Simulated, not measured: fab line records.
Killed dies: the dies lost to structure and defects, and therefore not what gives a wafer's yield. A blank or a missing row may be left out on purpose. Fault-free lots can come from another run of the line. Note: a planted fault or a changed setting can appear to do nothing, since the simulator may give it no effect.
Which tool was responsible?    flow sky130    13 lots, 39 wafers sampled, at 2 steps of a route of 708

WHAT EACH GAUGE READ, for each wafer
SKY_VT_ADJUST_HVTP_TW_MEAS_11. Usual: VT_ADJUST_HVTP_TW 1344, standard deviation 6.4.
lot   measured      on            VT_ADJUST_HVTP_TW              flag
L809  day 5 23:49   filmMetro-01  1348 1357 1352                 
L810  day 6 05:20   filmMetro-02  1332 1333 1325                 
L811  day 6 12:56   filmMetro-01  1351 1353 1348                 
L812  day 6 17:36   filmMetro-03  1353 1349 1353                 
L813  day 7 01:23   filmMetro-01  1349 1335 1337                 
L817  day 8 04:23   filmMetro-01  1395 1394 1396 1399 1387 1396  OFF
L819  day 9 07:30   filmMetro-01  1398 1390 1396 1395 1394 1396  OFF
L821  day 9 09:59   filmMetro-03  1342 1340 1341                 
L826  day 10 14:41  filmMetro-03  1348 1347 1344                 
L828  day 10 23:19  filmMetro-02  1338 1334 1337                 
L830  day 11 19:17  filmMetro-01  1350 1344 1350                 
L831  day 11 22:23  filmMetro-02  1343 1342 1348                 
L832  day 12 01:17  filmMetro-01  1343 1346 1344                 

WHAT TOOL EACH LOT RAN ON (gives the tool, then ch and the chambers of the sampled wafers, and finally the start)
lot   SKY_VT_ADJUST_HVTP_IMPLANT_09
L809  implanter-01 ch 0, day 5 23:37
L810  implanter-04 ch 0, day 6 05:07
L811  implanter-03 ch 0, day 6 12:43
L812  implanter-04 ch 0, day 6 17:23
L813  implanter-04 ch 0, day 7 01:08
L817  implanter-04 ch 0, day 8 04:10
L819  implanter-04 ch 0, day 9 07:17
L821  implanter-03 ch 0, day 9 09:44
L826  implanter-01 ch 0, day 10 14:26
L828  implanter-03 ch 0, day 10 23:05
L830  implanter-04 ch 0, day 11 19:02
L831  implanter-04 ch 0, day 11 22:10
L832  implanter-01 ch 0, day 12 01:02
- SKY_VT_ADJUST_HVTP_IMPLANT_09

AS READ BY THE TOOLS THEMSELVES (means over the sampled wafers that have a number; for cases with no such wafer, the mark the record gives instead)
SKY_VT_ADJUST_HVTP_IMPLANT_09. Usual: doseIonsCm2 4.299e+12, standard deviation 4.4e+09; faradayCurrentUA 24.3, standard deviation 0.52.
lot   tool          doseIonsCm2  faradayCurrentUA  flag
L809  implanter-01  4.304e+12    24.3              
L810  implanter-04  4.300e+12    24.0              
L811  implanter-03  4.301e+12    24.0              
L812  implanter-04  4.298e+12    24.6              
L813  implanter-04  4.294e+12    24.2              
L817  implanter-04  4.772e+12    26.6              OFF
L819  implanter-04  4.779e+12    27.0              OFF
L821  implanter-03  4.302e+12    23.9              
L826  implanter-01  4.301e+12    24.0              
L828  implanter-03  4.300e+12    24.1              
L830  implanter-04  4.299e+12    24.3              
L831  implanter-04  4.296e+12    24.3              
L832  implanter-01  4.298e+12    24.2              

THE ANSWER, worked out from the rows above alone
Rule: a lot counts as off when the mean over its wafers that have a number is more than 3 standard deviations away from the usual mean. A lot without any number at a reading at which 4 lots or more have one is off too. The other lots that the step has rows for count as sound. Order of review: gauges by route order, followed by the tools' own readings, for which a lot's mean as printed above is used. At the first step where some lot is off, the reading lying furthest off is the one used; lots without a number count as furthest.
Off: L817, L819, seen at SKY_VT_ADJUST_HVTP_TW_MEAS_11 (VT_ADJUST_HVTP_TW).
A tool fits if, at a process step before that reading, it ran every lot that is off, and no sound lot after the first of them. The gauges at SKY_VT_ADJUST_HVTP_TW_MEAS_11 aren't tried: what is off there is off at SKY_VT_ADJUST_HVTP_IMPLANT_09 too, on other tools, and a gauge's error can't cause that. Of those tried, none fits.

WHAT THE SIMULATOR HAD PUT IN
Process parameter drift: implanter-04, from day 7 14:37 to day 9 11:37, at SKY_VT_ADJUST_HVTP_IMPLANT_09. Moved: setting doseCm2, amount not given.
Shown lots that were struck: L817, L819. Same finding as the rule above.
